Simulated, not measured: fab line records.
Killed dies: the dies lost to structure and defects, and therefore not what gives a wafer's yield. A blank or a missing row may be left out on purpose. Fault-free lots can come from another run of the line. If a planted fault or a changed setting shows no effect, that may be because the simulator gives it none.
One fault seen from 2 desks :: flow sky130 :: each desk holds nothing but its own numbers, with what lay behind them at the end

THE TOOL OWNER'S DESK: furnace-01
The tool's own readings at SKY_POLY_GATE_OXIDATION_20 (stabilise 600 s, purge 300 s, target thk 4 nm): means of the sampled wafers that have a number, for each lot that ran on this tool. The brackets show how far a lot's mean lies from the usual mean; more than 4 standard deviations puts the lot out of limits, marked OUT.
Columns: A = ox temp c at SKY_POLY_GATE_OXIDATION_20, usual 850.0 C
lot: L674
first seen here: day 17 04:46
A: 849.8

lot: L676
first seen here: day 18 05:14
A: 849.7

lot: L678
first seen here: day 18 21:33
A: 849.9

lot: L679
first seen here: day 18 21:33
A: 849.8

lot: L681
first seen here: day 19 18:55
A: 850.1

lot: L683
first seen here: day 20 13:23
A: 850.2

lot: L684
first seen here: day 20 23:26
A: 849.4

lot: L685
first seen here: day 21 06:19
A: 850.2

lot: L694
first seen here: day 26 13:13
A: 850.6
This desk found nothing out of limits on any of the 9 lots.

METROLOGY DESK
What the gauges read for every lot (on any tool): the sampled wafers with a number, averaged. The brackets show how far a lot's mean lies from the usual mean; more than 4 standard deviations puts the lot out of limits, marked OUT.
Columns: A = POLY_GATE_OXIDATION_THK at SKY_POLY_GATE_THK_MEAS_21, usual 4.02 nm; B = cd nm at SKY_METAL2_CD_MEAS_15, usual 139.9 nm
lot: L672
first seen here: day 16 11:21
A: 3.95
B: 139.7

lot: L673
first seen here: day 16 11:22
A: 4.03
B: 139.9

lot: L674
first seen here: day 17 06:01
A: 4.08
B: 140.4

lot: L676
first seen here: day 18 06:29
A: 4.06
B: 137.3

lot: L677
first seen here: day 18 09:14
A: 3.96
B: 141.1

lot: L678
first seen here: day 18 22:48
A: 4.11
B: 140.4

lot: L679
first seen here: day 18 22:49
A: 4.01
B: 141.8

lot: L680
first seen here: day 19 13:09
A: 3.94
B: 138.4

lot: L681
first seen here: day 19 20:11
A: 4.04
B: 140.2

lot: L683
first seen here: day 20 14:38
A: 4.02
B: 141.8

lot: L684
first seen here: day 21 00:43
A: 4.64 (+9.0) OUT
B: 140.2

lot: L685
first seen here: day 21 07:34
A: 4.60 (+8.4) OUT
B: 140.9

lot: L694
first seen here: day 26 14:28
A: 4.06
B: 139.1
This desk's finding: out of limits on L684, L685; first on L684, day 21 00:43 (POLY_GATE_OXIDATION_THK at SKY_POLY_GATE_THK_MEAS_21). L672, L673, L674, L676, L677, L678, L679, L680, L681, L683, L694: within limits.

PUT TOGETHER
Metrology desk: alarm possible at day 21 00:43 on L684, L685.
The tool owner's desk saw nothing out of limits.
The tool owner's desk has L684, L685 on record, within its limits.
Every lot named ran SKY_POLY_GATE_OXIDATION_20 on furnace-01.

WHAT WAS PUT IN BY THE SIMULATOR
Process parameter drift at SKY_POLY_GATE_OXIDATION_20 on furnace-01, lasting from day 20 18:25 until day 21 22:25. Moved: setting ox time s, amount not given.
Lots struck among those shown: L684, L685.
Per desk, hours elapsed from the start of the fault to the first reading out of limits: for the metrology desk, 6.
